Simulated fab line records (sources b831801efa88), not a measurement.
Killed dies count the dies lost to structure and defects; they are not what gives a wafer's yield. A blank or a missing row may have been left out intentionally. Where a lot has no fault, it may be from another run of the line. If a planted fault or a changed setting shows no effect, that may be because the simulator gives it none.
One fault through the eyes of 2 desks / flow sky130 / each desk has only its own numbers; what lay behind them comes last

== FROM THE METROLOGY DESK ==
Lot by lot, what the gauges showed, no matter which tool ran the lot: averages of those sampled wafers that carry a number. If a lot's mean is further than 4 standard deviations from the usual mean, the lot is out of limits and carries the mark OUT (the distance appears in the brackets).
Columns: A = VIA1_OVL at SKY_VIA1_OVL_MEAS_13, usual -2 nm; B = VIA2_BOW at SKY_VIA2_BOW_MEAS_03, usual 86 um
lot=L418; first seen here=day 33 17:46; A=-7; B=83
lot=L419; first seen here=day 33 20:32; A=-4; B=87
lot=L420; first seen here=day 34 09:42; A=-2; B=75
lot=L421; first seen here=day 34 13:26; A=-2; B=87
lot=L422; first seen here=day 34 21:32; A=-8; B=85
lot=L423; first seen here=day 35 05:23; A=-0; B=89
lot=L426; first seen here=day 37 02:04; A=-9; B=90
lot=L430; first seen here=day 38 13:30; A=-3; B=89
lot=L431; first seen here=day 38 17:20; A=-3; B=89
lot=L432; first seen here=day 38 17:31; A=-8; B=87
lot=L434; first seen here=day 39 02:09; A=6; B=90
lot=L438; first seen here=day 40 14:41; A=-2; B=77
This desk found nothing out of limits on any of the 12 lots.

== AT THE TOOL OWNER'S DESK: litho track-03 ==
At SKY_METAL2_DEHYDRATE_07 (time 60 s), the tool's own readings, given per lot that ran on this tool as the mean of the sampled wafers with a number. If a lot's mean is further than 4 standard deviations from the usual mean, the lot is out of limits and carries the mark OUT (the distance appears in the brackets).
Columns: A = heater power total W at SKY_METAL2_DEHYDRATE_07, usual 160.38 W; B = run length s at SKY_METAL2_DEHYDRATE_07, usual 89.22 s
lot=L418; first seen here=day 34 07:21; A=160.31; B=89.09
lot=L419; first seen here=day 34 10:51; A=160.33; B=89.09
lot=L420; first seen here=day 34 23:34; A=160.35; B=89.12
lot=L421; first seen here=day 35 03:06; A=163.66 (+25) OUT; B=85.23 (-28) OUT
lot=L422; first seen here=day 35 11:42; A=163.80 (+26) OUT; B=85.30 (-28) OUT
lot=L430; first seen here=day 39 02:51; A=160.33; B=89.16
lot=L431; first seen here=day 39 06:15; A=160.30; B=89.12
lot=L434; first seen here=day 39 15:58; A=160.43; B=89.11
lot=L438; first seen here=day 41 03:39; A=160.32; B=89.22
This desk finds L421, L422 out of limits, L421 being first, at day 35 03:06 (heater power total W at SKY_METAL2_DEHYDRATE_07). L418, L419, L420, L430, L431, L434, L438 stayed within limits.

== PUT TOGETHER ==
An alarm could have come from the tool owner's desk at day 35 03:06, on L421, L422.
At the metrology desk, nothing out of limits was observed.
The metrology desk holds a record of L421, L422, inside its limits.
SKY_METAL2_DEHYDRATE_07 was run on litho track-03 by each of the lots named.

== WHAT THE SIMULATOR PUT IN ==
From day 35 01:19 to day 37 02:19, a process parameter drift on litho track-03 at SKY_METAL2_DEHYDRATE_07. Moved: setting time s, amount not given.
Lots struck among those shown: L421, L422.
Hours from the fault's start to each desk's first reading out of limits: the tool owner's desk, 2.
